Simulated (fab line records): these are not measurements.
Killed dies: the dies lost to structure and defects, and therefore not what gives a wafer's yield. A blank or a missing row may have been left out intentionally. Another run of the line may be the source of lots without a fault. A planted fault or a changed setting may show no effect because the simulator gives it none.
The tool behind it: which one? || flow sky130 || 24 lots with 72 wafers sampled at 5 steps, on a route of 708 steps

== WHAT THE GAUGES SHOWED, per wafer ==
SKY_VIA3_BOW_MEAS_03. Usual: VIA3_BOW gives 80 um (standard deviation 7.2).
{"lot": "L074", "measured": "day 39 08:54", "on": "film metro-01", "VIA3_BOW (um)": "82 80 86", "flag": ""}
{"lot": "L075", "measured": "day 39 17:53", "on": "film metro-02", "VIA3_BOW (um)": "76 72 90", "flag": ""}
{"lot": "L077", "measured": "day 40 04:47", "on": "film metro-01", "VIA3_BOW (um)": "85 84 91", "flag": ""}
{"lot": "L076", "measured": "day 40 06:47", "on": "film metro-02", "VIA3_BOW (um)": "71 59 75", "flag": ""}
{"lot": "L078", "measured": "day 40 08:36", "on": "film metro-03", "VIA3_BOW (um)": "81 78 83", "flag": ""}
{"lot": "L079", "measured": "day 40 11:24", "on": "film metro-01", "VIA3_BOW (um)": "84 79 89", "flag": ""}
{"lot": "L080", "measured": "day 40 21:05", "on": "film metro-03", "VIA3_BOW (um)": "77 87 76", "flag": ""}
{"lot": "L081", "measured": "day 41 00:39", "on": "film metro-02", "VIA3_BOW (um)": "79 86 78", "flag": ""}
{"lot": "L082", "measured": "day 41 12:49", "on": "film metro-03", "VIA3_BOW (um)": "72 69 73", "flag": ""}
{"lot": "L083", "measured": "day 41 16:32", "on": "film metro-02", "VIA3_BOW (um)": "78 81 80", "flag": ""}
{"lot": "L084", "measured": "day 41 22:28", "on": "film metro-01", "VIA3_BOW (um)": "72 78 80", "flag": ""}
{"lot": "L085", "measured": "day 42 01:56", "on": "film metro-01", "VIA3_BOW (um)": "81 90 77", "flag": ""}
{"lot": "L086", "measured": "day 42 05:04", "on": "film metro-03", "VIA3_BOW (um)": "78 81 80", "flag": ""}
{"lot": "L088", "measured": "day 42 21:13", "on": "film metro-03", "VIA3_BOW (um)": "78 88 85", "flag": ""}
{"lot": "L087", "measured": "day 42 21:56", "on": "film metro-02", "VIA3_BOW (um)": "83 74 82", "flag": ""}
{"lot": "L089", "measured": "day 43 05:03", "on": "film metro-02", "VIA3_BOW (um)": "78 71 78", "flag": ""}
{"lot": "L091", "measured": "day 43 14:10", "on": "film metro-01", "VIA3_BOW (um)": "90 82 86", "flag": ""}
{"lot": "L092", "measured": "day 43 20:55", "on": "film metro-02", "VIA3_BOW (um)": "76 70 71", "flag": ""}
{"lot": "L090", "measured": "day 43 21:34", "on": "film metro-02", "VIA3_BOW (um)": "81 81 81", "flag": ""}
{"lot": "L093", "measured": "day 44 06:02", "on": "film metro-02", "VIA3_BOW (um)": "71 74 83", "flag": ""}
{"lot": "L094", "measured": "day 44 08:15", "on": "film metro-01", "VIA3_BOW (um)": "76 84 77", "flag": ""}
{"lot": "L095", "measured": "day 44 23:38", "on": "film metro-01", "VIA3_BOW (um)": "93 83 83", "flag": ""}
{"lot": "L096", "measured": "day 45 01:20", "on": "film metro-03", "VIA3_BOW (um)": "86 78 78", "flag": ""}
{"lot": "L097", "measured": "day 45 04:40", "on": "film metro-03", "VIA3_BOW (um)": "78 70 79", "flag": ""}

SKY_VIA3_RS_MEAS_22: a four-point-probe measurement. Usual: VIA3_W_RS gives 0.294 ohm/sq (standard deviation 0.0032).
{"lot": "L074", "measured": "day 40 10:58", "on": "film metro-02", "VIA3_W_RS (ohm/sq)": "0.298 0.298 0.298", "flag": ""}
{"lot": "L075", "measured": "day 40 19:11", "on": "film metro-02", "VIA3_W_RS (ohm/sq)": "0.296 0.297 0.295", "flag": ""}
{"lot": "L077", "measured": "day 41 05:19", "on": "film metro-01", "VIA3_W_RS (ohm/sq)": "0.293 0.296 0.296", "flag": ""}
{"lot": "L076", "measured": "day 41 08:07", "on": "film metro-02", "VIA3_W_RS (ohm/sq)": "0.289 0.292 0.295", "flag": ""}
{"lot": "L078", "measured": "day 41 09:50", "on": "film metro-01", "VIA3_W_RS (ohm/sq)": "0.298 0.296 0.296", "flag": ""}
{"lot": "L079", "measured": "day 41 12:43", "on": "film metro-01", "VIA3_W_RS (ohm/sq)": "0.297 0.296 0.294", "flag": ""}
{"lot": "L080", "measured": "day 41 21:56", "on": "film metro-03", "VIA3_W_RS (ohm/sq)": "0.296 0.292 0.295", "flag": ""}
{"lot": "L081", "measured": "day 42 01:31", "on": "film metro-03", "VIA3_W_RS (ohm/sq)": "0.304 0.298 0.298", "flag": ""}
{"lot": "L082", "measured": "day 42 13:52", "on": "film metro-01", "VIA3_W_RS (ohm/sq)": "0.299 0.297 0.299", "flag": ""}
{"lot": "L083", "measured": "day 42 17:27", "on": "film metro-03", "VIA3_W_RS (ohm/sq)": "0.293 0.293 0.296", "flag": ""}
{"lot": "L084", "measured": "day 42 22:28", "on": "film metro-02", "VIA3_W_RS (ohm/sq)": "0.288 0.293 0.295", "flag": ""}
{"lot": "L085", "measured": "day 43 02:29", "on": "film metro-03", "VIA3_W_RS (ohm/sq)": "0.298 0.290 0.289", "flag": ""}
{"lot": "L086", "measured": "day 43 05:08", "on": "film metro-03", "VIA3_W_RS (ohm/sq)": "0.293 0.297 0.299", "flag": ""}
{"lot": "L088", "measured": "day 43 21:55", "on": "film metro-02", "VIA3_W_RS (ohm/sq)": "0.289 0.289 0.289", "flag": ""}
{"lot": "L087", "measured": "day 43 22:26", "on": "film metro-03", "VIA3_W_RS (ohm/sq)": "0.297 0.293 0.298", "flag": ""}
{"lot": "L089", "measured": "day 44 04:48", "on": "film metro-03", "VIA3_W_RS (ohm/sq)": "0.290 0.294 0.290", "flag": ""}
{"lot": "L091", "measured": "day 44 14:08", "on": "film metro-02", "VIA3_W_RS (ohm/sq)": "0.295 0.295 0.295", "flag": ""}
{"lot": "L092", "measured": "day 44 20:53", "on": "film metro-03", "VIA3_W_RS (ohm/sq)": "0.293 0.292 0.293", "flag": ""}
{"lot": "L090", "measured": "day 44 21:27", "on": "film metro-02", "VIA3_W_RS (ohm/sq)": "0.293 0.289 0.295", "flag": ""}
{"lot": "L093", "measured": "day 45 04:50", "on": "film metro-02", "VIA3_W_RS (ohm/sq)": "0.295 0.295 0.296", "flag": ""}
{"lot": "L094", "measured": "day 45 07:05", "on": "film metro-02", "VIA3_W_RS (ohm/sq)": "0.296 0.295 0.294", "flag": ""}
{"lot": "L095", "measured": "day 45 21:59", "on": "film metro-02", "VIA3_W_RS (ohm/sq)": "0.286 0.291 0.293", "flag": ""}
{"lot": "L096", "measured": "day 45 23:48", "on": "film metro-02", "VIA3_W_RS (ohm/sq)": "0.294 0.291 0.291", "flag": ""}
{"lot": "L097", "measured": "day 46 03:28", "on": "film metro-01", "VIA3_W_RS (ohm/sq)": "0.291 0.291 0.291", "flag": ""}

SKY_VIA4_THK_MEAS_01. Usual: VIA4_HDPCVD_THK gives 1744 nm (standard deviation 22).
{"lot": "L074", "measured": "day 42 13:22", "on": "film metro-03", "VIA4_HDPCVD_THK (nm)": "1749 1727 1757", "flag": ""}
{"lot": "L075", "measured": "day 42 21:13", "on": "film metro-04", "VIA4_HDPCVD_THK (nm)": "1771 1746 1765", "flag": ""}
{"lot": "L077", "measured": "day 43 07:01", "on": "film metro-04", "VIA4_HDPCVD_THK (nm)": "1749 1712 1734", "flag": ""}
{"lot": "L076", "measured": "day 43 08:35", "on": "film metro-04", "VIA4_HDPCVD_THK (nm)": "1754 1762 1699", "flag": ""}
{"lot": "L078", "measured": "day 43 10:29", "on": "film metro-01", "VIA4_HDPCVD_THK (nm)": "1769 1710 1721", "flag": ""}
{"lot": "L079", "measured": "day 43 14:43", "on": "film metro-03", "VIA4_HDPCVD_THK (nm)": "1739 1704 1757", "flag": ""}
{"lot": "L080", "measured": "day 43 23:38", "on": "film metro-03", "VIA4_HDPCVD_THK (nm)": "1718 1738 1774", "flag": ""}
{"lot": "L081", "measured": "day 44 13:40", "on": "film metro-01", "VIA4_HDPCVD_THK (nm)": "1765 1740 1741", "flag": ""}
{"lot": "L082", "measured": "day 44 14:59", "on": "film metro-03", "VIA4_HDPCVD_THK (nm)": "1736 1750 1729", "flag": ""}
{"lot": "L083", "measured": "day 44 17:32", "on": "film metro-01", "VIA4_HDPCVD_THK (nm)": "1725 1761 1757", "flag": ""}
{"lot": "L084", "measured": "day 44 22:40", "on": "film metro-04", "VIA4_HDPCVD_THK (nm)": "1736 1759 1736", "flag": ""}
{"lot": "L085", "measured": "day 45 01:44", "on": "film metro-03", "VIA4_HDPCVD_THK (nm)": "1745 1762 1754", "flag": ""}
{"lot": "L086", "measured": "day 45 05:17", "on": "film metro-03", "VIA4_HDPCVD_THK (nm)": "1751 1761 1744", "flag": ""}
{"lot": "L088", "measured": "day 45 21:28", "on": "film metro-03", "VIA4_HDPCVD_THK (nm)": "1735 1709 1725", "flag": ""}
{"lot": "L087", "measured": "day 45 21:07", "on": "film metro-01", "VIA4_HDPCVD_THK (nm)": "1673 1748 1710", "flag": ""}
{"lot": "L089", "measured": "day 46 01:57", "on": "film metro-03", "VIA4_HDPCVD_THK (nm)": "1736 1746 1744", "flag": ""}
{"lot": "L091", "measured": "day 46 11:34", "on": "film metro-01", "VIA4_HDPCVD_THK (nm)": "1717 1720 1729", "flag": ""}
{"lot": "L092", "measured": "day 46 17:45", "on": "film metro-01", "VIA4_HDPCVD_THK (nm)": "1757 1728 1715", "flag": ""}
{"lot": "L090", "measured": "day 46 18:44", "on": "film metro-01", "VIA4_HDPCVD_THK (nm)": "1798 1740 1812", "flag": ""}
{"lot": "L093", "measured": "day 47 01:58", "on": "film metro-04", "VIA4_HDPCVD_THK (nm)": "1756 1779 1727", "flag": ""}
{"lot": "L094", "measured": "day 47 04:37", "on": "film metro-03", "VIA4_HDPCVD_THK (nm)": "1723 1735 1723", "flag": ""}
{"lot": "L095", "measured": "day 47 23:34", "on": "film metro-01", "VIA4_HDPCVD_THK (nm)": "1758 1765 1805", "flag": ""}
{"lot": "L096", "measured": "day 47 20:53", "on": "film metro-01", "VIA4_HDPCVD_THK (nm)": "1757 1771 1727", "flag": ""}
{"lot": "L097", "measured": "day 48 00:16", "on": "film metro-04", "VIA4_HDPCVD_THK (nm)": "1753 1718 1716", "flag": ""}

== TOOL THAT RAN EACH LOT (tool first, then ch and the chambers of the sampled wafers, then the start) ==
{"lot": "L074", "SKY_VIA3_CMP_24": "cmp-01 ch 0,2, day 40 11:06", "SKY_METAL4_SPUTTER_00": "pvd sputter-04, day 40 11:24"}
{"lot": "L075", "SKY_VIA3_CMP_24": "cmp-01 ch 1,2,3, day 40 19:21", "SKY_METAL4_SPUTTER_00": "pvd sputter-02, day 40 19:39"}
{"lot": "L077", "SKY_VIA3_CMP_24": "cmp-01 ch 0,2,3, day 41 05:35", "SKY_METAL4_SPUTTER_00": "pvd sputter-02, day 41 05:47"}
{"lot": "L076", "SKY_VIA3_CMP_24": "cmp-02 ch 0,1,2, day 41 08:20", "SKY_METAL4_SPUTTER_00": "pvd sputter-04, day 41 08:32"}
{"lot": "L078", "SKY_VIA3_CMP_24": "cmp-01 ch 0,1,2, day 41 10:03", "SKY_METAL4_SPUTTER_00": "pvd sputter-04, day 41 10:18"}
{"lot": "L079", "SKY_VIA3_CMP_24": "cmp-02 ch 0,1, day 41 12:53", "SKY_METAL4_SPUTTER_00": "pvd sputter-04, day 41 13:11"}
{"lot": "L080", "SKY_VIA3_CMP_24": "cmp-01 ch 0,3, day 41 22:06", "SKY_METAL4_SPUTTER_00": "pvd sputter-01, day 41 22:24"}
{"lot": "L081", "SKY_VIA3_CMP_24": "cmp-02 ch 0,2,3, day 42 01:45", "SKY_METAL4_SPUTTER_00": "pvd sputter-01, day 42 02:00"}
{"lot": "L082", "SKY_VIA3_CMP_24": "cmp-02 ch 0,1, day 42 14:06", "SKY_METAL4_SPUTTER_00": "pvd sputter-01, day 42 14:21"}
{"lot": "L083", "SKY_VIA3_CMP_24": "cmp-02 ch 1,2,3, day 42 17:37", "SKY_METAL4_SPUTTER_00": "pvd sputter-01, day 42 17:55"}
{"lot": "L084", "SKY_VIA3_CMP_24": "cmp-02 ch 2,3, day 42 22:36", "SKY_METAL4_SPUTTER_00": "pvd sputter-01, day 42 22:54"}
{"lot": "L085", "SKY_VIA3_CMP_24": "cmp-02 ch 1,2,3, day 43 02:40", "SKY_METAL4_SPUTTER_00": "pvd sputter-04, day 43 02:58"}
{"lot": "L086", "SKY_VIA3_CMP_24": "cmp-01 ch 1,3, day 43 05:22", "SKY_METAL4_SPUTTER_00": "pvd sputter-01, day 43 05:37"}
{"lot": "L088", "SKY_VIA3_CMP_24": "cmp-01 ch 0,1,3, day 43 22:11", "SKY_METAL4_SPUTTER_00": "pvd sputter-04, day 43 22:23"}
{"lot": "L087", "SKY_VIA3_CMP_24": "cmp-02 ch 0,1,3, day 43 22:36", "SKY_METAL4_SPUTTER_00": "pvd sputter-01, day 43 22:54"}
{"lot": "L089", "SKY_VIA3_CMP_24": "cmp-01 ch 0,2,3, day 44 05:02", "SKY_METAL4_SPUTTER_00": "pvd sputter-01, day 44 05:14"}
{"lot": "L091", "SKY_VIA3_CMP_24": "cmp-01 ch 1,2,3, day 44 14:22", "SKY_METAL4_SPUTTER_00": "pvd sputter-01, day 44 14:37"}
{"lot": "L092", "SKY_VIA3_CMP_24": "cmp-02 ch 0,1,3, day 44 21:10", "SKY_METAL4_SPUTTER_00": "pvd sputter-04, day 44 21:22"}
{"lot": "L090", "SKY_VIA3_CMP_24": "cmp-01 ch 0,1,2, day 44 21:38", "SKY_METAL4_SPUTTER_00": "pvd sputter-04, day 44 21:56"}
{"lot": "L093", "SKY_VIA3_CMP_24": "cmp-02 ch 2,3, day 45 05:00", "SKY_METAL4_SPUTTER_00": "pvd sputter-04, day 45 05:18"}
{"lot": "L094", "SKY_VIA3_CMP_24": "cmp-02 ch 0,1,2, day 45 07:24", "SKY_METAL4_SPUTTER_00": "pvd sputter-02, day 45 07:33"}
{"lot": "L095", "SKY_VIA3_CMP_24": "cmp-02 ch 0,1, day 45 22:16", "SKY_METAL4_SPUTTER_00": "pvd sputter-01, day 45 22:34"}
{"lot": "L096", "SKY_VIA3_CMP_24": "cmp-01 ch 0,2,3, day 46 00:02", "SKY_METAL4_SPUTTER_00": "pvd sputter-02, day 46 00:14"}
{"lot": "L097", "SKY_VIA3_CMP_24": "cmp-01 ch 0,2, day 46 03:41", "SKY_METAL4_SPUTTER_00": "pvd sputter-04, day 46 03:56"}
- SKY_VIA3_CMP_24: polishes, stops on SiO2, t overpolish 20 s, target thk 0 nm.
- SKY_METAL4_SPUTTER_00: material Ti, target thk 15 nm, time 10 s.

== AS READ BY THE TOOLS THEMSELVES (means over the sampled wafers that have a number; for cases with no such wafer, the mark the record gives instead) ==
SKY_VIA3_CMP_24. Usual: motor current A 10.4 A, standard deviation 0.61; overpolish run s 20.000 s, standard deviation 0.0087; time to endpoint s 95 s, standard deviation 5.7.
{"lot": "L074", "tool": "cmp-01", "motor current A (A)": 9.8, "overpolish run s (s)": 19.983, "time to endpoint s (s)": 96, "flag": ""}
{"lot": "L075", "tool": "cmp-01", "motor current A (A)": 10.0, "overpolish run s (s)": 19.991, "time to endpoint s (s)": 98, "flag": ""}
{"lot": "L077", "tool": "cmp-01", "motor current A (A)": 9.9, "overpolish run s (s)": 20.000, "time to endpoint s (s)": 97, "flag": ""}
{"lot": "L076", "tool": "cmp-02", "motor current A (A)": 10.7, "overpolish run s (s)": 19.999, "time to endpoint s (s)": 90, "flag": ""}
{"lot": "L078", "tool": "cmp-01", "motor current A (A)": 10.4, "overpolish run s (s)": 20.007, "time to endpoint s (s)": 94, "flag": ""}
{"lot": "L079", "tool": "cmp-02", "motor current A (A)": 10.8, "overpolish run s (s)": 20.008, "time to endpoint s (s)": 90, "flag": ""}
{"lot": "L080", "tool": "cmp-01", "motor current A (A)": 9.8, "overpolish run s (s)": 20.000, "time to endpoint s (s)": 95, "flag": ""}
{"lot": "L081", "tool": "cmp-02", "motor current A (A)": 10.7, "overpolish run s (s)": 20.004, "time to endpoint s (s)": 90, "flag": ""}
{"lot": "L082", "tool": "cmp-02", "motor current A (A)": 10.8, "overpolish run s (s)": 19.997, "time to endpoint s (s)": 95, "flag": ""}
{"lot": "L083", "tool": "cmp-02", "motor current A (A)": 10.5, "overpolish run s (s)": 20.005, "time to endpoint s (s)": 93, "flag": ""}
{"lot": "L084", "tool": "cmp-02", "motor current A (A)": 10.6, "overpolish run s (s)": 19.991, "time to endpoint s (s)": 103, "flag": ""}
{"lot": "L085", "tool": "cmp-02", "motor current A (A)": 11.2, "overpolish run s (s)": 20.000, "time to endpoint s (s)": 94, "flag": ""}
{"lot": "L086", "tool": "cmp-01", "motor current A (A)": 10.6, "overpolish run s (s)": 20.000, "time to endpoint s (s)": 98, "flag": ""}
{"lot": "L088", "tool": "cmp-01", "motor current A (A)": 10.2, "overpolish run s (s)": 20.006, "time to endpoint s (s)": 96, "flag": ""}
{"lot": "L087", "tool": "cmp-02", "motor current A (A)": 10.6, "overpolish run s (s)": 20.002, "time to endpoint s (s)": 101, "flag": ""}
{"lot": "L089", "tool": "cmp-01", "motor current A (A)": 9.4, "overpolish run s (s)": 20.012, "time to endpoint s (s)": 99, "flag": ""}
{"lot": "L091", "tool": "cmp-01", "motor current A (A)": 10.3, "overpolish run s (s)": 19.992, "time to endpoint s (s)": 99, "flag": ""}
{"lot": "L092", "tool": "cmp-02", "motor current A (A)": 10.6, "overpolish run s (s)": 20.005, "time to endpoint s (s)": 99, "flag": ""}
{"lot": "L090", "tool": "cmp-01", "motor current A (A)": 10.1, "overpolish run s (s)": 19.995, "time to endpoint s (s)": 96, "flag": ""}
{"lot": "L093", "tool": "cmp-02", "motor current A (A)": 10.8, "overpolish run s (s)": 19.996, "time to endpoint s (s)": 94, "flag": ""}
{"lot": "L094", "tool": "cmp-02", "motor current A (A)": 10.2, "overpolish run s (s)": 20.005, "time to endpoint s (s)": 88, "flag": ""}
{"lot": "L095", "tool": "cmp-02", "motor current A (A)": 10.4, "overpolish run s (s)": 20.004, "time to endpoint s (s)": 93, "flag": ""}
{"lot": "L096", "tool": "cmp-01", "motor current A (A)": 9.9, "overpolish run s (s)": 20.007, "time to endpoint s (s)": 98, "flag": ""}
{"lot": "L097", "tool": "cmp-01", "motor current A (A)": 9.8, "overpolish run s (s)": 20.011, "time to endpoint s (s)": 95, "flag": ""}

SKY_METAL4_SPUTTER_00. Usual: 30.4 % for throttle valve pct, sd 0.74.
{"lot": "L074", "tool": "pvd sputter-04", "throttle valve pct (%)": 30.1, "flag": ""}
{"lot": "L075", "tool": "pvd sputter-02", "throttle valve pct (%)": 30.9, "flag": ""}
{"lot": "L077", "tool": "pvd sputter-02", "throttle valve pct (%)": 30.8, "flag": ""}
{"lot": "L076", "tool": "pvd sputter-04", "throttle valve pct (%)": 30.3, "flag": ""}
{"lot": "L078", "tool": "pvd sputter-04", "throttle valve pct (%)": 30.3, "flag": ""}
{"lot": "L079", "tool": "pvd sputter-04", "throttle valve pct (%)": 30.0, "flag": ""}
{"lot": "L080", "tool": "pvd sputter-01", "throttle valve pct (%)": 30.8, "flag": ""}
{"lot": "L081", "tool": "pvd sputter-01", "throttle valve pct (%)": 30.5, "flag": ""}
{"lot": "L082", "tool": "pvd sputter-01", "throttle valve pct (%)": 29.9, "flag": ""}
{"lot": "L083", "tool": "pvd sputter-01", "throttle valve pct (%)": 29.6, "flag": ""}
{"lot": "L084", "tool": "pvd sputter-01", "throttle valve pct (%)": 30.5, "flag": ""}
{"lot": "L085", "tool": "pvd sputter-04", "throttle valve pct (%)": 30.2, "flag": ""}
{"lot": "L086", "tool": "pvd sputter-01", "throttle valve pct (%)": 30.3, "flag": ""}
{"lot": "L088", "tool": "pvd sputter-04", "throttle valve pct (%)": 30.3, "flag": ""}
{"lot": "L087", "tool": "pvd sputter-01", "throttle valve pct (%)": 30.7, "flag": ""}
{"lot": "L089", "tool": "pvd sputter-01", "throttle valve pct (%)": 30.4, "flag": ""}
{"lot": "L091", "tool": "pvd sputter-01", "throttle valve pct (%)": 30.4, "flag": ""}
{"lot": "L092", "tool": "pvd sputter-04", "throttle valve pct (%)": 30.0, "flag": ""}
{"lot": "L090", "tool": "pvd sputter-04", "throttle valve pct (%)": 30.3, "flag": ""}
{"lot": "L093", "tool": "pvd sputter-04", "throttle valve pct (%)": 30.3, "flag": ""}
{"lot": "L094", "tool": "pvd sputter-02", "throttle valve pct (%)": 32.0, "flag": ""}
{"lot": "L095", "tool": "pvd sputter-01", "throttle valve pct (%)": 30.2, "flag": ""}
{"lot": "L096", "tool": "pvd sputter-02", "throttle valve pct (%)": 31.3, "flag": ""}
{"lot": "L097", "tool": "pvd sputter-04", "throttle valve pct (%)": 30.4, "flag": ""}

== THE ANSWER, worked out from the rows above alone ==
Rule: lot off if the mean of its wafers having a number is beyond 3 standard deviations from the usual mean. Also off: a lot with no number at a reading for which 4 or more lots have one. All remaining lots with rows at the step are treated as sound. After the gauges, taken in route order, come the tools' own readings; for these a lot's mean is taken, as printed above. At the first step where some lot is off, the reading lying furthest off is the one used; lots without a number count as furthest.
No lot is off on any of the readings shown, so nothing can be concluded from this.

== WHAT THE SIMULATOR PUT IN ==
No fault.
